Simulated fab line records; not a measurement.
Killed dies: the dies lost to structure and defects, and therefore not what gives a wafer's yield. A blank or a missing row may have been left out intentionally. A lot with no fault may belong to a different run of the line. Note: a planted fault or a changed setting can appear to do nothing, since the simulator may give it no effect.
The same fault as seen by 2 desks | flow gf180mcu | only its own numbers are on each desk; what lay behind them is given at the end

METROLOGY DESK
What the gauges read for every lot (on any tool): the sampled wafers with a number, averaged. Marked OUT: a lot whose mean sits more than 4 standard deviations from the usual mean, which makes it out of limits; the brackets give that distance.
Columns: A = DNWELL_TW at GF_DNWELL_TW_MEAS_09, usual 1359; B = V3_W_RS at GF_V3_RS_MEAS_24, usual 0.326 ohm/sq
lot  | first seen here | A              | B
L124 | day 2 18:11     | 1362           | 0.333
L127 | day 3 10:41     | 1355           | 0.329
L128 | day 3 15:06     | 1342           | 0.325
L129 | day 3 20:31     | 1344           | 0.323
L130 | day 4 02:35     | 1351           | 0.330
L134 | day 5 00:28     | 1363           | 0.326
L135 | day 5 04:45     | 1545 (+19) OUT | 0.323
L136 | day 5 10:42     | 1540 (+18) OUT | 0.326
L142 | day 6 23:10     | 1359           | 0.329
L143 | day 7 00:54     | 1351           | 0.324
L144 | day 7 04:17     | 1368           | 0.321
L146 | day 7 14:42     | 1365           | 0.329
L147 | day 7 23:18     | 1370           | 0.321
Per this desk, out of limits: L135, L136; the first was L135, day 5 04:45 (DNWELL_TW at GF_DNWELL_TW_MEAS_09). L124, L127, L128, L129, L130, L134, L142, L143, L144, L146, L147 stayed within limits.

TOOL OWNER'S DESK, implanter-02
The tool's own readings at GF_DNWELL_IMPLANT_07: means of the sampled wafers that have a number, for each lot that ran on this tool. Marked OUT: a lot whose mean sits more than 4 standard deviations from the usual mean, which makes it out of limits; the brackets give that distance.
Columns: A = dose ions cm2 at GF_DNWELL_IMPLANT_07, usual 1e+13; B = faraday current uA at GF_DNWELL_IMPLANT_07, usual 56.3
lot  | first seen here | A                       | B
L130 | day 4 02:21     | 1e+13                   | 57.2
L134 | day 5 00:14     | 1e+13                   | 56.6
L135 | day 5 04:30     | 1e+13 (+99 or more) OUT | 80.7 (+22) OUT
L136 | day 5 10:27     | 1e+13 (+99 or more) OUT | 81.3 (+23) OUT
This desk's finding: out of limits on L135, L136; first on L135, day 5 04:30 (dose ions cm2 at GF_DNWELL_IMPLANT_07). L130, L134 stayed within limits.

TAKEN TOGETHER
The tool owner's desk had the chance to raise an alarm at day 5 04:30 on L135, L136.
On L135, L136, the metrology desk was in a position to raise an alarm at day 5 04:45.
On implanter-02, each named lot ran GF_DNWELL_IMPLANT_07.

WHAT THE SIMULATOR PUT IN
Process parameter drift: implanter-02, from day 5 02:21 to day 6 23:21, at GF_DNWELL_IMPLANT_07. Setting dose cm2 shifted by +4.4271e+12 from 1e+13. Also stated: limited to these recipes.
Shown lots that were struck: L135, L136.
Delay (hours) between the fault's onset and each desk's first out-of-limits reading: 2 at the tool owner's desk, 2 at the metrology desk.
